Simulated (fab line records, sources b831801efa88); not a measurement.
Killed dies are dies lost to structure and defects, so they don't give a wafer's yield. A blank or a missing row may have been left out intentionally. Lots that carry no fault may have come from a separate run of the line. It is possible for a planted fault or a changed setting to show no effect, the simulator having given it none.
Which tool is to blame? :: flow sky130 :: 30 wafers from 10 lots sampled at 6 of the route's 708 steps

== WHAT THE GAUGES SHOWED, per wafer ==
SKY_NWELL_TW_MEAS_15. Usual: NWELL_TW gives 1814 (standard deviation 7.4).
lot: L916
measured: day 4 21:26
on: filmMetro-02
NWELL_TW: 1801 1809 1807
flag: 

lot: L918
measured: day 5 03:26
on: filmMetro-03
NWELL_TW: 1822 1806 1819
flag: 

lot: L923
measured: day 6 12:20
on: filmMetro-04
NWELL_TW: 1808 1811 1806
flag: 

lot: L926
measured: day 7 06:25
on: filmMetro-04
NWELL_TW: 1802 1791 1791
flag: 

lot: L927
measured: day 7 12:06
on: filmMetro-04
NWELL_TW: 1792 1797 1796
flag: 

lot: L930
measured: day 8 03:33
on: filmMetro-04
NWELL_TW: 1814 1807 1816
flag: 

lot: L931
measured: day 8 10:59
on: filmMetro-03
NWELL_TW: 1826 1813 1816
flag: 

lot: L932
measured: day 8 20:08
on: filmMetro-02
NWELL_TW: 1817 1811 1820
flag: 

lot: L933
measured: day 9 02:28
on: filmMetro-04
NWELL_TW: 1811 1811 1805
flag: 

lot: L936
measured: day 9 16:08
on: filmMetro-03
NWELL_TW: 1818 1812 1815
flag: 

SKY_NWELL_RS_MEAS_29: uses a four-point probe to measure. Usual: NWELL_RS gives 624.6 ohm/sq (standard deviation 1.7).
lot: L916
measured: day 5 16:08
on: filmMetro-02
NWELL_RS (ohm/sq): 624.8 626.3 625.4
flag: 

lot: L918
measured: day 5 22:15
on: filmMetro-02
NWELL_RS (ohm/sq): 624.1 626.4 624.7
flag: 

lot: L923
measured: day 7 08:07
on: filmMetro-02
NWELL_RS (ohm/sq): 623.3 623.3 624.1
flag: 

lot: L926
measured: day 8 02:18
on: filmMetro-03
NWELL_RS (ohm/sq): 642.5 642.1 641.7 644.1 642.3 643.1
flag: OFF

lot: L927
measured: day 8 08:34
on: filmMetro-03
NWELL_RS (ohm/sq): 641.1 643.7 642.9 642.8 643.9 642.1
flag: OFF

lot: L930
measured: day 9 00:21
on: filmMetro-03
NWELL_RS (ohm/sq): 625.0 625.0 623.9
flag: 

lot: L931
measured: day 9 08:23
on: filmMetro-04
NWELL_RS (ohm/sq): 623.5 623.9 622.4
flag: 

lot: L932
measured: day 9 18:25
on: filmMetro-03
NWELL_RS (ohm/sq): 619.7 623.8 621.6
flag: 

lot: L933
measured: day 10 01:05
on: filmMetro-04
NWELL_RS (ohm/sq): 627.5 627.8 627.7
flag: 

lot: L936
measured: day 10 15:06
on: filmMetro-02
NWELL_RS (ohm/sq): 626.1 625.4 626.8
flag: 

SKY_NWELL_RS_MEAS_31: uses a four-point probe to measure. Usual: PWDE_RS gives 5275 ohm/sq (standard deviation 18).
lot: L916
measured: day 5 16:23
on: filmMetro-02
PWDE_RS (ohm/sq): 5285 5294 5282
flag: 

lot: L918
measured: day 5 22:29
on: filmMetro-02
PWDE_RS (ohm/sq): 5285 5285 5286
flag: 

lot: L923
measured: day 7 08:22
on: filmMetro-02
PWDE_RS (ohm/sq): 5281 5257 5260
flag: 

lot: L926
measured: day 8 04:45
on: filmMetro-03
PWDE_RS (ohm/sq): 5277 5269 5269
flag: 

lot: L927
measured: day 8 11:11
on: filmMetro-03
PWDE_RS (ohm/sq): 5255 5247 5252
flag: 

lot: L930
measured: day 9 00:35
on: filmMetro-03
PWDE_RS (ohm/sq): 5310 5279 5278
flag: 

lot: L931
measured: day 9 08:38
on: filmMetro-04
PWDE_RS (ohm/sq): 5272 5276 5271
flag: 

lot: L932
measured: day 9 18:40
on: filmMetro-03
PWDE_RS (ohm/sq): 5279 5258 5256
flag: 

lot: L933
measured: day 10 01:19
on: filmMetro-04
PWDE_RS (ohm/sq): 5275 5273 5272
flag: 

lot: L936
measured: day 10 15:20
on: filmMetro-02
PWDE_RS (ohm/sq): 5275 5271 5286
flag: 

== WHICH TOOL RAN EACH LOT (tool, then ch and the chambers of the sampled wafers, then the start) ==
lot: L916
SKY_FIELD_ISO_ETCH_17: rieSi-01 ch 0,2,3, day 2 10:47
SKY_DNWELL_STRIP_08: plasmaAsher-04 ch 0,1, day 3 10:55
SKY_NWELL_IMPLANT_11: implanter-03 ch 0, day 4 20:55

lot: L918
SKY_FIELD_ISO_ETCH_17: rieSi-01 ch 1,2, day 2 20:08
SKY_DNWELL_STRIP_08: plasmaAsher-04 ch 0,1, day 3 17:34
SKY_NWELL_IMPLANT_11: implanter-03 ch 0, day 5 02:56

lot: L923
SKY_FIELD_ISO_ETCH_17: rieSi-02 ch 1,2,3, day 3 23:13
SKY_DNWELL_STRIP_08: plasmaAsher-02 ch 0,1, day 4 22:58
SKY_NWELL_IMPLANT_11: implanter-02 ch 0, day 6 11:49

lot: L926
SKY_FIELD_ISO_ETCH_17: rieSi-01 ch 1,2, day 4 14:11
SKY_DNWELL_STRIP_08: plasmaAsher-04 ch 0,1, day 5 15:22
SKY_NWELL_IMPLANT_11: implanter-03 ch 0, day 7 05:52

lot: L927
SKY_FIELD_ISO_ETCH_17: rieSi-01 ch 0,2,3, day 4 19:29
SKY_DNWELL_STRIP_08: plasmaAsher-02 ch 0,1, day 5 21:08
SKY_NWELL_IMPLANT_11: implanter-03 ch 0, day 7 11:34

lot: L930
SKY_FIELD_ISO_ETCH_17: rieSi-01 ch 0,2,3, day 5 10:16
SKY_DNWELL_STRIP_08: plasmaAsher-02 ch 0,1, day 6 11:49
SKY_NWELL_IMPLANT_11: implanter-01 ch 0, day 8 03:01

lot: L931
SKY_FIELD_ISO_ETCH_17: rieSi-02 ch 0,1,2, day 5 16:44
SKY_DNWELL_STRIP_08: plasmaAsher-02 ch 0,1, day 6 18:49
SKY_NWELL_IMPLANT_11: implanter-02 ch 0, day 8 10:26

lot: L932
SKY_FIELD_ISO_ETCH_17: rieSi-02 ch 0,1,3, day 5 23:07
SKY_DNWELL_STRIP_08: plasmaAsher-04 ch 0,1, day 7 03:46
SKY_NWELL_IMPLANT_11: implanter-02 ch 0, day 8 19:35

lot: L933
SKY_FIELD_ISO_ETCH_17: rieSi-02 ch 0,1,3, day 6 04:16
SKY_DNWELL_STRIP_08: plasmaAsher-04 ch 0, day 7 08:32
SKY_NWELL_IMPLANT_11: implanter-01 ch 0, day 9 01:55

lot: L936
SKY_FIELD_ISO_ETCH_17: rieSi-02 ch 0,1,3, day 6 18:19
SKY_DNWELL_STRIP_08: plasmaAsher-04 ch 0,1, day 7 20:31
SKY_NWELL_IMPLANT_11: implanter-02 ch 0, day 9 15:36
- SKY_FIELD_ISO_ETCH_17: etches Si in HBr/Cl2/O2, target depth 342 nm, time 97.7 s.
- SKY_DNWELL_STRIP_08: strips in O2/N2.
- SKY_NWELL_IMPLANT_11

== WHAT THE TOOLS THEMSELVES READ (means of the sampled wafers that have a number; where no wafer has one, the mark that the record gives instead) ==
SKY_FIELD_ISO_ETCH_17. Usual: biasW 150.0 W, standard deviation 0.46; drypumpMotorCurrentA 5.86 A, standard deviation 0.28; oesProductAu 0.999 a.u., standard deviation 0.013; throttleValvePct 25.656 %, standard deviation 0.012.
lot: L916
tool: rieSi-01
biasW (W): 149.9
drypumpMotorCurrentA (A): 5.90
oesProductAu (a.u.): 1.006
throttleValvePct (%): 25.649
flag: 

lot: L918
tool: rieSi-01
biasW (W): 149.8
drypumpMotorCurrentA (A): 5.92
oesProductAu (a.u.): 1.004
throttleValvePct (%): 25.655
flag: 

lot: L923
tool: rieSi-02
biasW (W): 150.2
drypumpMotorCurrentA (A): 5.70
oesProductAu (a.u.): 0.992
throttleValvePct (%): 25.668
flag: 

lot: L926
tool: rieSi-01
biasW (W): 150.4
drypumpMotorCurrentA (A): 5.93
oesProductAu (a.u.): 1.013
throttleValvePct (%): 25.649
flag: 

lot: L927
tool: rieSi-01
biasW (W): 149.8
drypumpMotorCurrentA (A): 5.88
oesProductAu (a.u.): 1.005
throttleValvePct (%): 25.651
flag: 

lot: L930
tool: rieSi-01
biasW (W): 150.1
drypumpMotorCurrentA (A): 5.88
oesProductAu (a.u.): 1.003
throttleValvePct (%): 25.648
flag: 

lot: L931
tool: rieSi-02
biasW (W): 149.8
drypumpMotorCurrentA (A): 6.02
oesProductAu (a.u.): 0.998
throttleValvePct (%): 25.654
flag: 

lot: L932
tool: rieSi-02
biasW (W): 150.2
drypumpMotorCurrentA (A): 5.77
oesProductAu (a.u.): 1.001
throttleValvePct (%): 25.660
flag: 

lot: L933
tool: rieSi-02
biasW (W): 149.9
drypumpMotorCurrentA (A): 5.77
oesProductAu (a.u.): 1.014
throttleValvePct (%): 25.643
flag: 

lot: L936
tool: rieSi-02
biasW (W): 149.8
drypumpMotorCurrentA (A): 5.77
oesProductAu (a.u.): 1.000
throttleValvePct (%): 25.660
flag: 

SKY_DNWELL_STRIP_08. Usual: drypumpMotorCurrentA 5.7 A, standard deviation 0.33; o2FlowSccm 2999 sccm, standard deviation 8.4; oesProductAu 0.722 a.u., standard deviation 0.0041; stripTimeToEndpointS 36.92 s, standard deviation 0.097.
lot: L916
tool: plasmaAsher-04
drypumpMotorCurrentA (A): 6.0
o2FlowSccm (sccm): 2998
oesProductAu (a.u.): 0.719
stripTimeToEndpointS (s): 36.82
flag: 

lot: L918
tool: plasmaAsher-04
drypumpMotorCurrentA (A): 6.0
o2FlowSccm (sccm): 2997
oesProductAu (a.u.): 0.725
stripTimeToEndpointS (s): 37.04
flag: 

lot: L923
tool: plasmaAsher-02
drypumpMotorCurrentA (A): 5.3
o2FlowSccm (sccm): 3006
oesProductAu (a.u.): 0.721
stripTimeToEndpointS (s): 36.99
flag: 

lot: L926
tool: plasmaAsher-04
drypumpMotorCurrentA (A): 6.0
o2FlowSccm (sccm): 3003
oesProductAu (a.u.): 0.722
stripTimeToEndpointS (s): 36.97
flag: 

lot: L927
tool: plasmaAsher-02
drypumpMotorCurrentA (A): 5.3
o2FlowSccm (sccm): 2998
oesProductAu (a.u.): 0.722
stripTimeToEndpointS (s): 37.04
flag: 

lot: L930
tool: plasmaAsher-02
drypumpMotorCurrentA (A): 5.4
o2FlowSccm (sccm): 3008
oesProductAu (a.u.): 0.722
stripTimeToEndpointS (s): 36.84
flag: 

lot: L931
tool: plasmaAsher-02
drypumpMotorCurrentA (A): 5.3
o2FlowSccm (sccm): 2996
oesProductAu (a.u.): 0.722
stripTimeToEndpointS (s): 36.81
flag: 

lot: L932
tool: plasmaAsher-04
drypumpMotorCurrentA (A): 5.8
o2FlowSccm (sccm): 2998
oesProductAu (a.u.): 0.722
stripTimeToEndpointS (s): 36.84
flag: 

lot: L933
tool: plasmaAsher-04
drypumpMotorCurrentA (A): 5.7
o2FlowSccm (sccm): 3002
oesProductAu (a.u.): 0.721
stripTimeToEndpointS (s): 36.91
flag: 

lot: L936
tool: plasmaAsher-04
drypumpMotorCurrentA (A): 6.0
o2FlowSccm (sccm): 2994
oesProductAu (a.u.): 0.722
stripTimeToEndpointS (s): 36.96
flag: 

SKY_NWELL_IMPLANT_11. Usual: beamEnergyKeV 400.01, standard deviation 0.1; beamOnS 10.01 s, standard deviation 0.19; endStationPressureTorr 5.05e-06 Torr, standard deviation 2.6e-07.
lot: L916
tool: implanter-03
beamEnergyKeV: 399.97
beamOnS (s): 10.18
endStationPressureTorr (Torr): 5.20e-06
flag: 

lot: L918
tool: implanter-03
beamEnergyKeV: 400.01
beamOnS (s): 10.14
endStationPressureTorr (Torr): 5.09e-06
flag: 

lot: L923
tool: implanter-02
beamEnergyKeV: 399.93
beamOnS (s): 10.01
endStationPressureTorr (Torr): 4.96e-06
flag: 

lot: L926
tool: implanter-03
beamEnergyKeV: 359.83
beamOnS (s): 9.87
endStationPressureTorr (Torr): 4.91e-06
flag: OFF

lot: L927
tool: implanter-03
beamEnergyKeV: 360.03
beamOnS (s): 9.91
endStationPressureTorr (Torr): 5.23e-06
flag: OFF

lot: L930
tool: implanter-01
beamEnergyKeV: 399.94
beamOnS (s): 9.97
endStationPressureTorr (Torr): 4.79e-06
flag: 

lot: L931
tool: implanter-02
beamEnergyKeV: 399.98
beamOnS (s): 10.22
endStationPressureTorr (Torr): 5.18e-06
flag: 

lot: L932
tool: implanter-02
beamEnergyKeV: 400.04
beamOnS (s): 9.95
endStationPressureTorr (Torr): 5.04e-06
flag: 

lot: L933
tool: implanter-01
beamEnergyKeV: 400.07
beamOnS (s): 10.05
endStationPressureTorr (Torr): 5.01e-06
flag: 

lot: L936
tool: implanter-02
beamEnergyKeV: 400.11
beamOnS (s): 9.87
endStationPressureTorr (Torr): 4.89e-06
flag: 

== THE ANSWER, worked out from the rows above alone ==
Rule: a lot counts as off when the mean over its wafers that have a number is more than 3 standard deviations away from the usual mean. Also off: a lot with no number at a reading for which 4 or more lots have one. All remaining lots with rows at the step are treated as sound. The gauges are gone through in route order, then the tools' own readings, and for those a lot's mean is taken as printed above. At the first step where some lot is off, the reading lying furthest off is the one used; lots without a number count as furthest.
Off: L926, L927, seen at SKY_NWELL_RS_MEAS_29 (NWELL_RS).
A tool fits if, at a process step before that reading, it ran every lot that is off, and no sound lot after the first of them. The gauges at SKY_NWELL_RS_MEAS_29 aren't tried: what is off there is off at SKY_NWELL_IMPLANT_11 too, on other tools, and a gauge's error can't cause that. One fits: implanter-03 at SKY_NWELL_IMPLANT_11. A fault onset in the window from L918 (day 5 02:56, its last sound lot) to L926 (day 7 05:52, its first lot off) fits.
The tool's own readings at SKY_NWELL_IMPLANT_11 bear it out: on the lots that are off they differ by more than 5 times the standard deviation of the sound lots' means. beamEnergyKeV reads 359.93 there against 400.01 on the sound lots.

== WHAT THE SIMULATOR HAD PUT IN ==
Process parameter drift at SKY_NWELL_IMPLANT_11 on implanter-03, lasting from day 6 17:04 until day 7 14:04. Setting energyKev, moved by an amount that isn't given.
Lots struck among those shown: L926, L927. The rule above reached the same finding.
